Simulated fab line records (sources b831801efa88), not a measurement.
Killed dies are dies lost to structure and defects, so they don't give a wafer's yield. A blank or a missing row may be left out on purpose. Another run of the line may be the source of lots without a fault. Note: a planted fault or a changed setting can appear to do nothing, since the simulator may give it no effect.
A lot that was struck, set against a sound lot -- flow gf180mcu -- 17 steps out of a route of 602
Sound: wafers L310.1, L310.5, L310.6. Wafers struck: L325.1, L325.3, L325.6. At the end, the cause is stated.
At each step with rows: each side's tool, then ch and its chambers, then its first start. Under that, the readings that differ: sound wafers -- struck wafers -- difference of the means -- sigmas: that difference in standard deviations of wafers without a fault.
alike: a reading whose means differ by less than 2 such deviations, as well as words and numbers matching on both sides. not compared: withheld readings; readings where some wafer has no value; bounds like >300 that might hide an equal value; numbers whose values overlap and for which the record gives no deviation.
Wherever a step has rows on one side only, a row that says differs or no value, or a row with sigmas, the two part there. When numbers do not overlap yet have no deviation, they are printed without sigmas and do not part them. A reading that every wafer of one side lacks parts them only if that side has two wafers or more.

first, 6 steps without rows for these wafers: GF_M1_HMDS_08 (prime time 60 s); GF_M1_COAT_09 (resist thk 1000 nm); GF_M1_SOFTBAKE_10 (time 60 s); GF_M1_EXPOSE_11 (exposes mask Metal1, target cd 230 nm); GF_M1_PEB_12 (peb time 90 s); GF_M1_DEVELOP_13 (develop time 60 s).
GF_M1_CD_MEAS_14: target cd 230 nm.
  struck on cdSem-02, day 22 20:19; sound on cdSem-01, day 17 20:07
  alike: cdNm
GF_M1_OVL_MEAS_15:
  struck on overlay-01, day 22 20:26; sound on overlay-01, day 17 20:14
  alike: M1_OVL
GF_M1_METAL_ETCH_16: etches the open film in Cl2/BCl3, stops on SiO2, target depth 627.5 nm, time 104.6 s.
  sound on rieMetal-03 ch 0,1, day 17 20:17; struck on rieMetal-03 ch 0,1, day 22 20:29
  alike: drypumpMotorCurrentA, oesProductAu, throttleValvePct
  not compared: rfHoursCounterH
GF_M1_STRIP_17: strips in O2/N2.
  sound on plasmaAsher-02 ch 0,1, day 17 20:23; struck on plasmaAsher-01 ch 0, day 22 20:35
  alike: drypumpMotorCurrentA, heaterPowerW, o2FlowSccm, oesProductAu, stripTimeToEndpointS
  not compared: rfHoursCounterH
then, 2 steps without rows for these wafers: GF_M1_STRIP_18 (strips in post etch residue remover, time 1200 s); GF_M1_CLEAN_19 (cleans in DIW).
GF_V1_CVD_00: deposits SiO2, target thk 600 nm, time 100 s.
  sound on hdpcvd-02 ch 0,1, day 17 20:55; struck on hdpcvd-01 ch 0,1,2, day 22 21:13
  no value came back on the struck wafers for pressureMtorr (mTorr), runLengthS (s); on the sound wafers pressureMtorr (mTorr) reads 5.992 5.996 5.995
GF_V1_CVD_02: deposits SiO2 from TEOS, target thk 850 nm, time 94.851 s.
  sound on pecvd-02 ch 0,1, day 17 21:04; struck on pecvd-02 ch 0,1,2, day 22 21:21
  alike: heaterPowerOuterW, heaterPowerW
GF_V1_CMP_04: polishes SiO2.
  sound on cmp-01 ch 1,2,3, day 17 21:22; struck on cmp-02 ch 0,1,2, day 22 21:28
  alike: headPressurePsi, motorCurrentA
GF_V1_BOW_MEAS_05:
  struck on filmMetro-01, day 22 21:46; sound on filmMetro-02, day 17 21:35
reading,sound,struck,difference,sigmas
V1_BOW (um),101 85 94,63 59 57,-34,-5
then, 1 step without rows for these wafers: GF_V1_DEHYDRATE_06 (time 60 s).

== WHERE THEY PART ==
At GF_V1_CVD_00 first; at GF_V1_BOW_MEAS_05 last (within this record only).

WHY: what had been put in by the simulator
Whole step skipped at GF_V1_CVD_00 on hdpcvd-01, starting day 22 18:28. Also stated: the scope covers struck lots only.
